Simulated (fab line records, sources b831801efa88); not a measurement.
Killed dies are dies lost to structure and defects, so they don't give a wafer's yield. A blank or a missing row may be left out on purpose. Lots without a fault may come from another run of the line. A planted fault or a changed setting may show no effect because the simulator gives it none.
Problem report in the 8D (eight disciplines) form, filled by code | flow sky130 | the parts of the form that need people (team, actions taken, sign-off) are left out

1. THE PROBLEM
killed_at_contacts at SKY_PAD_OPEN_PROBE_99 reads a mean of 66 on 5 wafers of 3 lots; wafers without a fault read 24 with a standard deviation of 4.9. That is +8.5 standard deviations from the usual mean.
First seen on wafer L931.2, day 49 01:52, on prober-02. The record holds 24 wafers of 8 lots with a number at this step. Rule for "out", or "out of limits": more than 4 standard deviations from the usual mean. The other wafers with a number count as sound.

2. WHAT IT IS AND WHAT IT IS NOT
question                    | is                                     | is not
which readings at this step | killed_at_contacts                     | killed_at_M0_to_M3, killed_at_M4_up, killed_at_other, killed_short
which lots                  | L931, L932, L934                       | L918, L919, L920, L921, L937
which wafers of those lots  | L931.2, L932.4, L932.6, L934.1, L934.3 | L931.1, L931.5, L932.2, L934.6
read on which tools         | prober-01, prober-02                   | -
when                        | from day 49 01:52                      | up to then (13 sound wafers); but 6 sound wafers of L931, L932, L934, L937 came after

3. SUSPECTS, AND WHAT RULES EACH OUT
Counting: a tool at a process step up to the reading stays a suspect if it ran every lot that is out. Sound lots after the first of them don't rule it out here, since some wafers of a struck lot are sound.
- rie_metal-01 at SKY_LOCAL_INTERCONNECT_METAL_ETCH_14 (etches TiN in Cl2/BCl3, stops on PSG, target depth 110 nm, time 31.4 s): kept. It ran every lot that is out, first L931 (day 34 23:16); its last sound lot up to then is L920 (day 31 18:23).
- Within rie_metal-01 at SKY_LOCAL_INTERCONNECT_METAL_ETCH_14: the wafers that are out ran in chamber 0; their sound lot-mates ran in chamber 1.
Left after counting: rie_metal-01 at SKY_LOCAL_INTERCONNECT_METAL_ETCH_14.

4. THE CAUSE (what the simulator had put in)
Chamber particle source: rie_metal-01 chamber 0, from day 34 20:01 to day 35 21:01, at SKY_LOCAL_INTERCONNECT_METAL_ETCH_14. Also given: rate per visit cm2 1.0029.
Counting left only this tool.

5. THE CHAIN OF EFFECTS, in route order
Each row: a reading whose mean over the struck wafers that have a number lies more than 3 standard deviations from the usual. Only readings for which the record gives a usual standard deviation are gone through. hours: the time from each lot's start at the first step in this table that gives one to its start at this step, as a median over the lots. sigmas: the change in usual standard deviations.
hours | step                  | reading            | usual | on struck wafers | change | sigmas
0     | SKY_PAD_OPEN_PROBE_99 | killed_at_contacts | 24    | 66               | +42    | +8.5
0     | SKY_PAD_OPEN_PROBE_99 | killed_dies        | 87    | 126              | +39    | +4.5
The process steps in it:
- SKY_PAD_OPEN_PROBE_99

6. WHAT WOULD HAVE CAUGHT IT SOONER
In this record the first reading out of limits was taken at day 49 01:52, 342 hours after the fault began at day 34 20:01.
Of the tool readings at SKY_LOCAL_INTERCONNECT_METAL_ETCH_14 for which the record gives a usual standard deviation, none was out on any struck wafer, so an alarm limit of 4 standard deviations on them would not have fired.
All the lots that are out (3) had begun SKY_LOCAL_INTERCONNECT_METAL_ETCH_14 on rie_metal-01 by day 49 01:52. A hold on the tool at that time would have spared none of them.
